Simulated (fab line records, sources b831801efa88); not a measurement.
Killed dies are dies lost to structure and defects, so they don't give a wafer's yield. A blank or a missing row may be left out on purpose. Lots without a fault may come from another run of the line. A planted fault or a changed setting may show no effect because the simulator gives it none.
Chamber matching | flow sky130 | SKY_METAL3_ETCH_17 on rie_diel-03: 4 sister chambers
The step etches SiO2 in C4F8/O2/Ar, stops on TiN, time 3.9 s, target depth 15 nm. 4 wafers are shown with their chamber, then 7 later ones without.

WAFERS WITH THEIR CHAMBER
wafer  | chamber | oes_product_au (a.u.)
L083.1 | 2       | 0.753
L086.2 | 1       | 0.737
L090.3 | 0       | 0.748
L090.5 | 3       | 0.750

WAFERS WITHOUT THEIR CHAMBER
wafer  | oes_product_au (a.u.)
L090.6 | 0.759
L094.1 | 0.750
L094.2 | 0.756
L094.6 | 0.759
L096.3 | 0.748
L096.4 | 0.760
L096.5 | 0.761

WHICH CHAMBER EACH WENT THROUGH
wafer  | from the rows above          | in truth
L090.6 | can't be placed: 2 or 3 or 0 | 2
L094.1 | can't be placed: 3 or 0 or 2 | 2
L094.2 | can't be placed: 2 or 3 or 0 | 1
L094.6 | can't be placed: 2 or 3 or 0 | 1
L096.3 | can't be placed: 0 or 3 or 2 | 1
L096.4 | can't be placed: 2 or 3 or 0 | 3
L096.5 | can't be placed: 2 or 3 or 0 | 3
Placed correctly: 0 of 7. Can't be placed from these rows: 7 (the true chamber is among the candidates in 4). Placed wrongly: 0.
How it was worked out, from the rows above alone: a wafer's distance from a chamber is the root of the sum, over the readings, of the square of ((its reading less the chamber's mean) divided by the reading's scatter). The wafer belongs to the nearest chamber; if the next one is less than 2 further off, it can't be placed. A chamber's mean is the mean of its shown wafers. The scatter: with one shown wafer a chamber, the root of the mean of the squares of how far each hidden wafer lies from its nearest shown one.
